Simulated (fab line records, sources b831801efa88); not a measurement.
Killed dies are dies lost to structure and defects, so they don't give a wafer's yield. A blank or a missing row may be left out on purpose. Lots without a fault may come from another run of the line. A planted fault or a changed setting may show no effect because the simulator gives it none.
fab line records | flow sky130
record lots=12 wafers=36 last_day=50
route steps=708 shown NWELL@34 DNWELL@43
lots that met no fault: from a run of the same line without faults
start_h: hours from the record's first day to the start of the lot's first wafer shown | wait_h: hours since the lot's step before | " the same as in the row above | L1.1+2: a row that stands for several wafers | - no value, or no start given | * or withheld: withheld | < > ~ a bound
route shown NAME@n: a module of which the file shows steps, and the number in the route of the first | usual: mean/standard deviation of fault-free wafers | same: alike in all rows | chamber/n: place in a boat | sites: the reading at each site | _std_site: their standard deviation | _edge_site: outer sites' mean less inner sites' | radius_mm: how far each site lies from the wafer's centre | mask NAME#n: copy n | behind: the tool/chamber that last shaped the wafer | hold: why the lot was held/for how many hours/how that ended | device: the transistor (n, p or np) that didn't switch | end of line: the same wafers' tests at the end of the route | a step without rows: its recipe alone | killed: dies lost to structure and defects at the first sort, not the wafer's yield | map: a wafer's dies, x killed, . not, _ none there
set.NAME: the setting as run; set.NAME@STEP: as run at that earlier step | model.NAME: the simulator's own value behind a step, which no gauge read
steps of the route over a sample of lots; a table a step, a row a wafer
services: from which hour (start_h, from the record's first day; less than 0 if before it) a tool's chamber was out of use, for how many hours, and why
## steps
# step SKY_NWELL_THK_MEAS_02
# recipe reads=SiO2_of_NWELL_OXIDATION_01
# usual NWELL_OXIDATION_THK=10.09/0.14
# columns lot.wafer tool chamber start_h wait_h NWELL_OXIDATION_THK[nm]
L493.2 film_metro-01 - 47.90 0.0 10.12
L493.4 " - " " 10.11
L493.6 " - " " 10.36
L494.1 film_metro-01 - 54.12 0.0 10.04
L494.4 " - " " 10.31
L494.6 " - " " 10.14
L495.2 film_metro-01 - 58.85 0.0 10.19
L495.3 " - " " 10.00
L495.6 " - " " 10.15
L498.1 film_metro-02 - 74.83 0.0 10.18
L498.2 " - " " 10.20
L498.5 " - " " 10.12
L499.1 film_metro-02 - 75.98 0.0 10.16
L499.2 " - " " 9.96
L499.6 " - " " 9.93
L505.1 film_metro-02 - 112.87 0.0 9.77
L505.4 " - " " 10.12
L505.5 " - " " 10.06
L506.2 film_metro-01 - 112.88 0.0 9.97
L506.3 " - " " 10.22
L506.5 " - " " 10.12
L508.1 film_metro-03 - 124.01 0.0 10.15
L508.5 " - " " 10.18
L508.6 " - " " 10.19
L510.1 film_metro-03 - 136.82 0.0 9.94
L510.3 " - " " 9.86
L510.6 " - " " 9.91
L512.1 film_metro-01 - 146.66 0.0 10.05
L512.4 " - " " 10.06
L512.5 " - " " 10.07
L513.1 film_metro-02 - 152.52 0.0 10.04
L513.2 " - " " 9.86
L513.3 " - " " 10.04
L514.2 film_metro-02 - 156.17 0.0 10.07
L514.4 " - " " 9.97
L514.6 " - " " 9.99
# step SKY_DNWELL_STRIP_08
# recipe chemistry=O2/N2 power_w=1400 pressure_mtorr=1500 platen_temp_c=withheld o2_flow_sccm=3000 n2_flow_sccm=300 overash_fraction=0.5
# usual drypump_motor_current_A=5.8/0.53 oes_product_au=0.722/0.0043 strip_time_to_endpoint_s=36.88/0.11
# columns lot.wafer tool chamber start_h wait_h drypump_motor_current_A oes_product_au rf_hours_counter_h strip_time_to_endpoint_s
L493.2 plasma_asher-01 0 64.04 0.1 6.5 0.718 27 36.75
L493.4 " 0 " " 6.6 0.722 - 36.81
L493.6 " 1 " " 6.1 0.721 - 36.80
L494.1 plasma_asher-01 1 69.75 0.1 6.1 0.720 27 36.96
L494.4 " 0 " " 6.6 0.722 - 37.07
L494.6 " 1 " " 6.1 0.717 - 37.04
L495.2 plasma_asher-03 1 74.30 0.1 5.7 0.730 37 36.99
L495.3 " 1 " " 5.7 0.732 - 36.84
L495.6 " 1 " " 5.7 0.718 - 36.90
L498.1 plasma_asher-03 0 92.62 0.1 4.9 0.717 39 36.87
L498.2 " 1 " " 5.8 0.723 39 36.96
L498.5 " 0 " " 4.9 0.715 - 37.00
L499.1 plasma_asher-02 0 93.04 0.1 6.1 0.724 40 36.91
L499.2 " 1 " " 5.8 0.714 40 36.96
L499.6 " 0 " " 6.1 0.724 - 36.90
L506.2 plasma_asher-02 0 130.95 0.1 6.1 0.723 44 36.94
L506.3 " 1 " " 5.7 0.721 - 36.95
L506.5 " 1 " " 5.7 0.717 - 36.90
L505.1 plasma_asher-02 1 131.59 0.1 5.7 0.712 44 36.74
L505.4 " 1 " " 5.7 0.727 - 36.82
L505.5 " 0 " " 6.2 0.719 - 36.78
L508.1 plasma_asher-03 0 142.19 0.1 4.9 0.724 44 36.66
L508.5 " 0 " " 4.9 0.724 - 36.74
L508.6 " 1 " " 5.8 0.726 - 36.70
L510.1 plasma_asher-03 1 156.22 0.1 5.8 0.723 46 36.92
L510.3 " 0 " " 4.9 0.716 - 36.96
L510.6 " 1 " " 5.8 0.722 - 36.78
L512.1 plasma_asher-02 0 166.70 0.1 6.1 0.724 47 36.81
L512.4 " 1 " " 5.8 0.727 - 36.89
L512.5 " 1 " " 5.8 0.722 - 36.80
L513.1 plasma_asher-01 0 172.24 0.1 6.6 0.721 38 37.00
L513.2 " 1 " " 6.1 0.724 38 36.93
L513.3 " 1 " " 6.2 0.724 - 36.95
L514.2 plasma_asher-02 0 176.94 0.1 6.1 0.722 48 36.87
L514.4 " 0 " " 6.1 0.722 - 36.82
L514.6 " 0 " " 6.1 0.729 - 36.76
# step SKY_NWELL_IMPLANT_13
# recipe species=P energy_kev=50 dose_cm2=7e+11 tilt_deg=withheld
# usual dose_ions_cm2=7e+11/7.2e+08 faraday_current_uA=3.95/0.075
# columns lot.wafer tool chamber start_h wait_h dose_ions_cm2 faraday_current_uA
L493.2 implanter-03 0 98.06 0.1 7.003e+11 3.85
L493.4 " 0 " " 7.001e+11 3.85
L493.6 " 0 " " 6.995e+11 3.90
L494.1 implanter-03 0 103.64 0.1 6.996e+11 4.01
L494.4 " 0 " " 7.008e+11 3.97
L494.6 " 0 " " 6.995e+11 3.96
L495.2 implanter-03 0 110.01 0.1 8.26e+10 0.46
L495.3 " 0 " " 8.18e+10 0.46
L495.6 " 0 " " 8.14e+10 0.46
L498.1 implanter-03 0 128.66 0.1 8.33e+10 0.46
L498.2 " 0 " " 8.32e+10 0.46
L498.5 " 0 " " 8.21e+10 0.47
L499.1 implanter-01 0 129.54 0.1 6.996e+11 4.02
L499.2 " 0 " " 6.991e+11 3.96
L499.6 " 0 " " 7.004e+11 3.99
L506.2 implanter-02 0 170.16 0.1 7.004e+11 4.00
L506.3 " 0 " " 6.991e+11 3.99
L506.5 " 0 " " 6.994e+11 4.02
L505.1 implanter-01 0 171.28 0.1 6.996e+11 3.94
L505.4 " 0 " " 6.981e+11 3.85
L505.5 " 0 " " 6.987e+11 3.92
L508.1 implanter-02 0 183.74 0.1 7e+11 3.91
L508.5 " 0 " " 7.008e+11 3.94
L508.6 " 0 " " 7.002e+11 4.04
L510.1 implanter-02 0 197.59 0.1 7.002e+11 3.87
L510.3 " 0 " " 6.995e+11 3.99
L510.6 " 0 " " 7.003e+11 3.93
L512.1 implanter-03 0 209.71 0.1 6.991e+11 4.05
L512.4 " 0 " " 6.989e+11 3.96
L512.5 " 0 " " 7.007e+11 4.03
L513.1 implanter-01 0 215.68 0.1 7.003e+11 4.12
L513.2 " 0 " " 7e+11 3.93
L513.3 " 0 " " 7.015e+11 4.00
L514.2 implanter-03 0 220.11 0.1 7e+11 3.88
L514.4 " 0 " " 6.985e+11 4.03
L514.6 " 0 " " 7.002e+11 4.12
# step SKY_NWELL_STRIP_14
# recipe chemistry=O2/N2 power_w=1400 pressure_mtorr=1500 platen_temp_c=withheld o2_flow_sccm=3000 n2_flow_sccm=300 overash_fraction=0.5
# usual drypump_motor_current_A=5.8/0.53 oes_product_au=0.723/0.0044 strip_time_to_endpoint_s=36.93/0.13
# columns lot.wafer tool chamber start_h wait_h drypump_motor_current_A oes_product_au rf_hours_counter_h strip_time_to_endpoint_s
L493.2 plasma_asher-04 1 98.18 0.1 5.8 0.719 41 37.07
L493.4 " 1 " " 5.8 0.723 - 37.02
L493.6 " 1 " " 5.8 0.720 - 37.01
L494.1 plasma_asher-01 1 103.79 0.1 6.1 0.720 31 37.03
L494.4 " 1 " " 6.1 0.717 - 36.81
L494.6 " 1 " " 6.1 0.722 - 36.74
L495.2 plasma_asher-01 1 110.13 0.1 6.1 0.734 32 36.95
L495.3 " 1 " " 6.0 0.721 - 37.00
L495.6 " 1 " " 6.1 0.730 - 36.97
L498.1 plasma_asher-01 1 128.81 0.1 6.1 0.723 34 36.93
L498.2 " 0 " " 6.6 0.723 34 36.73
L498.5 " 1 " " 6.1 0.719 - 36.78
L499.1 plasma_asher-03 1 129.69 0.1 5.8 0.718 43 36.90
L499.2 " 0 " " 4.9 0.722 43 36.80
L499.6 " 0 " " 4.9 0.719 - 37.00
L506.2 plasma_asher-01 0 170.29 0.1 6.6 0.726 38 36.91
L506.3 " 0 " " 6.6 0.727 - 36.98
L506.5 " 1 " " 6.1 0.724 - 36.91
L505.1 plasma_asher-03 0 171.43 0.1 4.9 0.727 47 36.96
L505.4 " 1 " " 5.7 0.717 - 37.00
L505.5 " 1 " " 5.8 0.718 - 36.94
L508.1 plasma_asher-03 1 183.89 0.1 5.7 0.725 48 36.79
L508.5 " 0 " " 4.9 0.718 - 36.80
L508.6 " 1 " " 5.8 0.721 - 36.78
L510.1 plasma_asher-01 0 197.74 0.1 6.6 0.726 41 36.96
L510.3 " 1 " " 6.1 0.724 - 37.08
L510.6 " 1 " " 6.1 0.721 - 37.15
L512.1 plasma_asher-04 0 209.89 0.2 5.4 0.721 9 36.99
L512.4 " 1 " " 5.8 0.711 - 37.05
L512.5 " 1 " " 5.8 0.722 - 37.17
L513.1 plasma_asher-04 1 215.83 0.1 5.8 0.721 9 36.97
L513.2 " 0 " " 5.4 0.720 9 37.07
L513.3 " 0 " " 5.4 0.717 - 36.98
L514.2 plasma_asher-04 1 220.24 0.1 5.8 0.730 10 36.90
L514.4 " 0 " " 5.4 0.715 - 36.75
L514.6 " 0 " " 5.4 0.727 - 36.82
# step SKY_NWELL_RS_MEAS_29
# recipe thk_meas_gauge=four-point-probe
# usual NWELL_RS=624.6/1.5
# columns lot.wafer tool chamber start_h wait_h NWELL_RS[ohm/sq]
L493.2 film_metro-03 - 115.64 0.1 624.1
L493.4 " - " " 625.0
L493.6 " - " " 626.0
L494.1 film_metro-01 - 122.02 0.1 625.0
L494.4 " - " " 623.3
L494.6 " - " " 622.5
L495.2 film_metro-01 - 128.72 0.1 647.7
L495.3 " - " " 647.0
L495.6 " - " " 648.1
L498.1 film_metro-03 - 148.57 0.1 646.3
L498.2 " - " " 648.3
L498.5 " - " " 646.2
L499.1 film_metro-01 - 149.75 0.1 623.8
L499.2 " - " " 625.2
L499.6 " - " " 624.7
L506.2 film_metro-02 - 191.74 0.1 623.8
L506.3 " - " " 622.8
L506.5 " - " " 624.2
L505.1 film_metro-03 - 192.89 0.1 625.2
L505.4 " - " " 628.0
L505.5 " - " " 629.1
L508.1 film_metro-02 - 205.30 0.1 624.5
L508.5 " - " " 623.3
L508.6 " - " " 622.9
L510.1 film_metro-02 - 219.64 0.1 624.3
L510.3 " - " " 625.2
L510.6 " - " " 625.1
L512.1 film_metro-02 - 233.15 0.1 627.9
L512.4 " - " " 626.4
L512.5 " - " " 625.6
L513.1 film_metro-03 - 238.44 0.1 626.9
L513.2 " - " " 622.0
L513.3 " - " " 623.4
L514.2 film_metro-02 - 243.94 0.1 625.6
L514.4 " - " " 626.2
L514.6 " - " " 625.6
## services
# columns tool chamber start_h hours kind
implanter-02 - 42.73 6.1 pm
implanter-03 - 46.74 24.9 repair
plasma_asher-03 - 62.54 2.9 repair
plasma_asher-02 - 80.71 8.3 repair
plasma_asher-04 - 108.79 9.0 pm
plasma_asher-04 0 108.79 9.0 vent_cycle
plasma_asher-04 1 108.79 9.0 vent_cycle
plasma_asher-04 0 117.79 - clean
plasma_asher-04 1 117.79 - clean
implanter-01 - 155.54 2.8 pm
implanter-01 - 167.29 1.4 repair
implanter-02 - 180.48 1.3 repair
implanter-01 - 180.88 3.0 pm
implanter-01 - 188.52 3.2 repair
plasma_asher-01 - 188.90 2.5 repair
implanter-02 - 191.77 2.1 repair
implanter-03 - 204.42 4.5 repair
## key
first_sign step=SKY_NWELL_IMPLANT_13 reading=dose_ions_cm2 direction=down sigmas=99+ usual=* struck=*
effect step=SKY_NWELL_IMPLANT_13 reading=faraday_current_uA direction=down sigmas=47 usual=3.95 struck=0.46
effect step=SKY_NWELL_RS_MEAS_29 reading=NWELL_RS direction=up sigmas=15 usual=624.6 struck=647.3
met_at SKY_NWELL_IMPLANT_13
struck_lots L495,L498
tester_left_out L495,L498
not_acting_at SKY_NWELL_THK_MEAS_02,SKY_DNWELL_STRIP_08,SKY_NWELL_STRIP_14
onset_between 103.64 110.01
fault kind=process_parameter_drift tool=implanter-03 chamber=- onset_h=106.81 steps=SKY_NWELL_IMPLANT_13 channel=dose_cm2 offset=* shape=step end_h=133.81 acts_in=* stated=*
# tester_left_out: of these lots the tester's yield and bins aren't shown, on N5 and GAA mostly nor the transistor test; their killed dies are dies lost to structure and defects alone, not to doping, threshold or leakage, so they don't give the yield
